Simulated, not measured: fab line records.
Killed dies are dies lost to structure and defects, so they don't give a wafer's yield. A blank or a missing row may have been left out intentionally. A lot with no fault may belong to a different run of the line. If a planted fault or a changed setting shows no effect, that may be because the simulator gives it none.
fab line records    flow sfqLine
record: lots: 6  wafers: 18  lastDay: 93
route steps=325 shown R5@225 I5@228
lots untouched by any fault: they come from a run of this same line in which no faults occurred
startH: hours from the record's opening day to when the first of the lot's shown wafers began    waitH: time in hours since the lot's previous step    " repeats the value in the row above    L1.1+2: a row that stands for several wafers    - either no value or no given start    * or withheld: withheld    < > ~ a bound
route shown NAME@n: a module of which the file shows steps, and the number in the route of the first    usual: mean/standard deviation taken from wafers without a fault    same: alike in all rows    chamber/n: place in a boat    sites: readings site by site    _std_site: standard deviation of those values    _edge_site: mean of outer sites minus mean of inner sites    radiusMm: for every site, how far away it sits from the centre of the wafer    mask NAME#n: copy n    behind: the tool/chamber that last shaped the wafer    hold: why the lot went on hold/how many hours it stayed there/how the hold came to an end    device: the n, p or np transistor that did not switch    end of line: the tests these same wafers got at the end of their route    a step with no rows: only its recipe    killed: at the first sort, the dies lost to defects and structure; wafer yield is something else    map: per-die view of a wafer (x killed, . not killed, _ where there is no die)
set.NAME: the setting that was run; set.NAME@STEP: the one run at that earlier step    model.NAME: the simulator's own value behind a step, which no gauge read
lots seen at some steps along the route; tables by step, rows by wafer
services: the hour from which a tool's chamber was out of use, counted from the record's first day as startH (under 0 if before that day), plus the number of hours and why
== steps ==
step: SFQ_TRILAYER_R5_ETCH_METAL_ETCH_139
recipe: stopOn: SiO2  maskMaterial: PR  chemistry: Cl2  targetDepthNm: 60  icpW: 600  biasW: 80  pressureMtorr: 10  timeS: 40
usual: drypumpMotorCurrentA: 5.5/0.61  oesProductAu: 0.990/0.0058  rfFwdPowerW: 593.8/2.5
lot.wafer  tool         chamber  startH   waitH  drypumpMotorCurrentA  oesProductAu  rfFwdPowerW  rfHoursCounterH
L606.1     rieMetal-02  0        1432.41  0.1    4.6                   0.988         592.2        93
L606.2     "            1        "        "      5.2                   0.991         596.7        72
L606.4     "            0        "        "      4.6                   0.981         592.6        -
L611.2     rieMetal-04  1        1455.19  0.0    6.6                   0.989         593.3        12
L611.3     "            1        "        "      6.6                   0.985         589.8        -
L611.4     "            0        "        "      5.6                   0.999         592.9        -
L613.1     rieMetal-03  0        1476.92  0.0    5.9                   0.997         597.7        37
L613.3     "            1        "        "      5.7                   0.997         591.4        -
L613.4     "            0        "        "      5.9                   0.993         598.9        -
L614.3     rieMetal-02  1        1500.94  0.0    5.3                   0.986         595.4        -
L614.5     "            0        "        "      4.6                   0.992         592.1        -
L614.6     "            1        "        "      5.2                   0.988         594.4        -
L622.3     rieMetal-03  0        1571.61  0.0    5.9                   0.998         596.7        -
L622.4     "            1        "        "      5.7                   0.997         593.1        -
L622.6     "            1        "        "      5.7                   0.982         593.2        -
L625.4     rieMetal-03  1        1584.93  0.0    5.7                   0.993         593.4        -
L625.5     "            0        "        "      5.9                   0.991         593.1        -
L625.6     "            1        "        "      5.7                   0.995         591.8        -
step: SFQ_TRILAYER_R5_STRIP_STRIP_140
recipe: gas: O2  powerW: 200  platenTempC: 40  overashFraction: 0.65  chemistry: O2  pressureMtorr: 50
usual: drypumpMotorCurrentA: 5.5/0.61  oesProductAu: 1.000/0.0098
same: overashFraction: 0.65
lot.wafer  tool         chamber  startH   waitH  drypumpMotorCurrentA  oesProductAu  rfHoursCounterH
L606.1     rieMetal-02  0        1432.49  0.1    4.6                   0.989         93
L606.2     "            1        "        "      5.3                   0.998         72
L606.4     "            0        "        "      4.6                   0.987         -
L611.2     rieMetal-04  1        1455.25  0.0    6.6                   0.986         12
L611.3     "            1        "        "      6.6                   0.988         -
L611.4     "            0        "        "      5.6                   0.999         -
L613.1     rieMetal-03  0        1476.97  0.0    5.9                   1.020         37
L613.3     "            1        "        "      5.7                   1.000         -
L613.4     "            0        "        "      5.9                   1.020         -
L614.3     rieMetal-02  1        1501.17  0.2    5.3                   1.005         -
L614.5     "            0        "        "      4.6                   0.999         -
L614.6     "            1        "        "      5.3                   0.996         -
L622.3     rieMetal-03  0        1571.85  0.2    5.9                   1.004         -
L622.4     "            1        "        "      5.7                   0.989         -
L622.6     "            1        "        "      5.7                   1.001         -
L625.4     rieMetal-03  1        1585.17  0.2    5.7                   1.006         -
L625.5     "            0        "        "      5.9                   1.019         -
L625.6     "            1        "        "      5.7                   1.014         -
step: SFQ_TRILAYER_R5_STRIP_SOLV_CLEAN_141
recipe: chemistry: NMP  tempC: 70  timeS: 600
step: SFQ_TRILAYER_A5C_DEP_PECVD_142
recipe: material: SiO2  tempC: 150  timeS: 15.556  pressureTorr: 2.4  rfW: 183.3  precursor: SiH4/N2O  targetThkNm: 70
usual: heaterPowerW: 84/17  rfFwdPowerW: 179.7/0.86  throttleValvePct: 24.7/2
lot.wafer  tool      chamber  startH   waitH  heaterPowerW  rfFwdPowerW  throttleValvePct
L606.1     pecvd-04  1        1433.46  0.0    78            179.1        23.0
L606.2     "         2        "        "      65            179.5        22.6
L606.4     "         0        "        "      101           180.2        23.6
L611.2     pecvd-04  0        1456.02  0.0    99            179.4        23.7
L611.3     "         2        "        "      66            178.3        22.9
L611.4     "         1        "        "      81            178.9        22.5
L613.1     pecvd-02  1        1477.75  0.0    81            179.9        30.5
L613.3     "         2        "        "      56            179.4        24.8
L613.4     "         2        "        "      57            180.5        25.1
L614.3     pecvd-04  2        1501.75  0.0    66            179.1        22.7
L614.5     "         0        "        "      104           179.7        24.1
L614.6     "         1        "        "      72            178.8        22.9
L622.3     pecvd-02  2        1572.42  0.0    58            180.3        24.9
L622.4     "         2        "        "      57            180.4        25.0
L622.6     "         0        "        "      70            178.7        25.0
L625.4     pecvd-02  2        1585.76  0.0    57            180.7        25.0
L625.5     "         2        "        "      58            180.4        24.9
L625.6     "         0        "        "      79            178.2        25.1
step: SFQ_TRILAYER_I5_LITHO_COAT_149
recipe: resist: BARC  spinRpm: 3000  resistThkNm: 62
step: SFQ_TRILAYER_I5_LITHO_COAT_144
recipe: resist: KrF  spinRpm: 3000  resistThkNm: 650
step: SFQ_TRILAYER_I5_LITHO_SOFTBAKE_148
recipe: tempC: withheld  timeS: withheld  resist: KrF
step: SFQ_TRILAYER_I5_LITHO_EXPOSE_145
recipe: maskId: I5  na: 0.6  sourceShape: conventional  sigmaOuter: 0.65  targetCdNm: 700  doseMj: 21.3
step: SFQ_TRILAYER_I5_LITHO_PEB_147
recipe: pebTempC: 115  pebTimeS: 60  resist: KrF
step: SFQ_TRILAYER_I5_LITHO_DEVELOP_146
recipe: timeS: 60  resist: KrF
step: SFQ_I5_OVL_MEAS_936
usual: I5_OVL: -3/5.3
lot.wafer  tool        chamber  startH   waitH  I5_OVL[nm]
L606.1     overlay-01  -        1573.89  0.1    -2
L606.2     "           -        "        "      -3
L606.4     "           -        "        "      -7
L611.2     overlay-02  -        1593.22  0.1    2
L611.3     "           -        "        "      0
L611.4     "           -        "        "      2
L613.1     overlay-02  -        1611.22  0.1    -2
L613.3     "           -        "        "      -4
L613.4     "           -        "        "      -4
L614.3     overlay-01  -        1639.52  0.1    -14
L614.5     "           -        "        "      -2
L614.6     "           -        "        "      -3
L622.3     overlay-01  -        1707.54  0.1    4
L622.4     "           -        "        "      5
L622.6     "           -        "        "      4
L625.4     overlay-01  -        1720.74  0.1    5
L625.5     "           -        "        "      1
L625.6     "           -        "        "      8
step: SFQ_TRILAYER_I5_BARC_OPEN_VIA_ETCH_200
recipe: maskMaterial: PR  chemistry: O2  targetDepthNm: 125  target: BARC  sourceW: 500  biasW: 80  pressureMtorr: 30  timeS: 41.7
usual: drypumpMotorCurrentA: 5.6/0.39  oesProductAu: 0.685/0.0047  rfFwdPowerW: 494.5/2
lot.wafer  tool        chamber  startH   waitH  drypumpMotorCurrentA  oesProductAu  rfFwdPowerW  rfHoursCounterH
L606.1     rieDiel-03  0        1573.93  0.0    5.8                   0.693         491.6        5
L606.2     "           2        "        "      5.6                   0.683         493.0        4
L606.4     "           1        "        "      5.8                   0.685         495.3        13
L611.2     rieDiel-04  3        1593.25  0.0    5.6                   0.680         493.8        17
L611.3     "           2        "        "      6.0                   0.688         494.6        11
L611.4     "           1        "        "      5.1                   0.678         496.7        8
L613.1     rieDiel-04  1        1611.25  0.0    5.2                   0.687         495.7        9
L613.3     "           3        "        "      5.6                   0.691         493.9        18
L613.4     "           0        "        "      5.0                   0.681         490.9        13
L614.3     rieDiel-04  2        1639.55  0.0    6.0                   0.682         494.3        12
L614.5     "           0        "        "      5.0                   0.692         493.2        -
L614.6     "           1        "        "      5.1                   0.693         495.9        -
L622.3     rieDiel-02  3        1707.56  0.0    5.3                   0.679         497.3        13
L622.4     "           0        "        "      5.7                   0.683         495.4        7
L622.6     "           1        "        "      5.5                   0.694         495.0        -
L625.4     rieDiel-03  3        1720.76  0.0    5.1                   0.690         493.4        21
L625.5     "           1        "        "      5.8                   0.687         494.2        -
L625.6     "           0        "        "      5.9                   0.680         491.4        -
step: SFQ_TRILAYER_I5_ETCH_VIA_ETCH_147
recipe: stopOn: Nb  maskMaterial: PR  chemistry: CHF3  targetDepthNm: 360  sourceW: 500  biasW: 80  pressureMtorr: 30  timeS: withheld
usual: drypumpMotorCurrentA: 5.6/0.39  oesProductAu: 0.990/0.0064  rfFwdPowerW: 498.4/1.5
lot.wafer  tool        chamber  startH   waitH  drypumpMotorCurrentA  oesProductAu  rfFwdPowerW  model.etch.depthNm  model.I5.featureDepthNm
L606.1     rieDiel-03  0        1573.97  0.0    5.9                   0.998         497.4        360                 360
L606.2     "           2        "        "      5.6                   0.983         500.3        356.4               356.4
L606.4     "           1        "        "      5.8                   0.980         499.9        355.1               355.1
L611.2     rieDiel-04  3        1593.29  0.0    5.6                   0.996         498.6        360                 360
L611.3     "           2        "        "      6.0                   0.990         497.4        359.4               359.4
L611.4     "           1        "        "      5.1                   0.988         498.0        358.1               358.1
L613.1     rieDiel-04  1        1611.29  0.0    5.1                   0.958         419.2        336.4               336.4
L613.3     "           3        "        "      5.6                   0.970         418.7        341.7               341.7
L613.4     "           0        "        "      5.0                   0.960         421.8        336.2               336.2
L614.3     rieDiel-04  2        1639.59  0.0    6.0                   0.956         417.9        334.6               334.6
L614.5     "           0        "        "      5.0                   0.950         419.0        334.8               334.8
L614.6     "           1        "        "      5.1                   0.963         419.4        338.8               338.8
L622.3     rieDiel-02  3        1707.60  0.0    5.2                   0.978         498.9        349.7               349.7
L622.4     "           0        "        "      5.6                   0.989         498.2        355                 355
L622.6     "           1        "        "      5.4                   0.994         497.5        358.8               358.8
L625.4     rieDiel-03  3        1720.80  0.0    5.1                   0.997         498.3        360                 360
L625.5     "           1        "        "      5.8                   0.993         495.7        360                 360
L625.6     "           0        "        "      5.9                   0.993         496.5        360                 360
step: SFQ_TRILAYER_I5_STRIP_STRIP_148
recipe: gas: O2  powerW: 200  platenTempC: 40  overashFraction: 0.65  chemistry: O2  pressureMtorr: 50
usual: drypumpMotorCurrentA: 5.8/0.61  oesProductAu: 0.999/0.0079
same: overashFraction: 0.65
lot.wafer  tool         chamber  startH   waitH  drypumpMotorCurrentA  oesProductAu  rfHoursCounterH
L606.1     rieMetal-03  1        1574.12  -      5.7                   0.993         81
L606.2     "            0        "        "      5.9                   1.011         52
L606.4     "            1        "        "      5.7                   0.995         -
L611.2     rieMetal-02  1        1593.44  -      5.3                   0.988         93
L611.3     "            1        "        "      5.3                   0.989         -
L611.4     "            0        "        "      4.6                   1.000         -
L613.1     rieMetal-01  1        1611.44  -      6.2                   0.991         110
L613.3     "            1        "        "      6.2                   0.993         -
L613.4     "            0        "        "      6.5                   1.002         -
L614.3     rieMetal-02  0        1639.94  -      4.6                   1.001         -
L614.5     "            1        "        "      5.2                   1.000         -
L614.6     "            0        "        "      4.6                   1.001         -
L622.3     rieMetal-01  1        1707.95  -      6.2                   1.002         -
L622.4     "            0        "        "      6.5                   1.012         -
L622.6     "            1        "        "      6.2                   0.997         -
L625.4     rieMetal-01  0        1721.55  -      6.5                   1.009         -
L625.5     "            0        "        "      6.5                   1.000         -
L625.6     "            0        "        "      6.5                   0.999         -
== services ==
tool         chamber  startH   hours  kind
rieDiel-04   1        1425.31  4.0    repair
pecvd-04     -        1428.49  1.1    repair
rieDiel-03   1        1442.04  12.3   repair
rieMetal-01  0        1479.74  1.8    repair
rieDiel-04   -        1492.15  16.8   repair
rieDiel-04   -        1499.70  0.8    repair
pecvd-04     2        1505.31  5.3    repair
rieDiel-03   2        1515.49  9.3    repair
rieDiel-04   -        1516.00  2.0    repair
rieDiel-04   3        1555.05  2.7    repair
pecvd-02     -        1562.35  5.5    pm
rieMetal-01  -        1565.83  2.4    repair
pecvd-02     1        1582.96  4.7    repair
rieDiel-04   -        1600.32  3.9    repair
rieMetal-02  -        1605.64  0.6    repair
pecvd-02     -        1606.43  1.6    repair
rieDiel-03   -        1612.77  2.8    pm
rieDiel-04   -        1614.11  0.1    repair
rieMetal-01  1        1624.91  4.8    repair
rieDiel-04   0        1628.01  5.5    repair
rieMetal-03  0        1655.09  3.6    repair
rieMetal-03  0        1661.19  9.0    repair
pecvd-02     0        1677.78  22.1   repair
pecvd-02     -        1686.25  14.0   pm
== key ==
firstSign: step: SFQ_TRILAYER_I5_ETCH_VIA_ETCH_147  reading: rfFwdPowerW  direction: down  sigmas: 52  usual: 498.4  struck: 419.3
effect: step: SFQ_TRILAYER_I5_ETCH_VIA_ETCH_147  reading: oesProductAu  direction: down  sigmas: 4.8  usual: 0.990  struck: 0.960
modelEffect: step: SFQ_TRILAYER_I5_ETCH_VIA_ETCH_147  value: etch.depthNm  without: 358.4  struck: 337.1
metAt SFQ_TRILAYER_I5_ETCH_VIA_ETCH_147
struckWafers L613.1,L613.3,L613.4,L614.3,L614.5,L614.6
onsetBetween 1593.29 1611.29
fault: kind: processParameterDrift  tool: rieDiel-04  chamber: -  onsetH: 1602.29  steps: SFQ_TRILAYER_I5_ETCH_VIA_ETCH_147  channel: sourceW  offset: -80  shape: step  endH: 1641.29  actsIn: theseRecipesOnly  stated: 500
